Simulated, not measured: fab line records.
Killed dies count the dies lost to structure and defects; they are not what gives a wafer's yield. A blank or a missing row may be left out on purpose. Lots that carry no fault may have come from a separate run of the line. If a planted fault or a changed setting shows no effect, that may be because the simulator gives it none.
Matching of chambers | flow sky130 | SKY_CAPM_CVD_00 on pecvd-04: 3 sister chambers
The step deposits SiO2, target thk 15.5 nm. 6 wafers are shown with their chamber, then 7 later ones without.

## WAFERS WITH THEIR CHAMBER
wafer  | chamber | heater power w (W)
L569.1 | 0       | 590
L569.5 | 2       | 845
L572.4 | 2       | 710
L572.5 | 0       | 628
L576.2 | 1       | 510
L576.4 | 1       | 513

## WAFERS WHOSE CHAMBER IS MISSING
wafer  | heater power w (W)
L576.5 | 881
L579.2 | 832
L579.5 | 846
L579.6 | 619
L586.1 | 598
L586.3 | 740
L586.4 | 718

## CHAMBER TAKEN BY EACH
wafer  | from the rows above     | in truth
L576.5 | 2                       | 2
L579.2 | 2                       | 2
L579.5 | 2                       | 2
L579.6 | can't be placed: 0 or 1 | 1
L586.1 | can't be placed: 0 or 1 | 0
L586.3 | can't be placed: 2 or 0 | 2
L586.4 | can't be placed: 2 or 0 | 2
Correctly placed: 3 of 7. From these rows, 4 cannot be placed; in 4 the true chamber is one of the candidates. 0 placed wrongly.
How it was worked out, from the rows above alone: a wafer's distance from a chamber is the root of the sum, over the readings, of the square of ((its reading less the chamber's mean) divided by the reading's scatter). If the next closest chamber is less than 2 further off than the closest, the wafer can't be placed; otherwise it belongs to the closest. Each chamber's mean is taken over the wafers shown for it. The scatter is the square root of a quotient: the sum, over the shown wafers, of each reading's squared deviation from its chamber's mean, divided by wafers minus chambers.
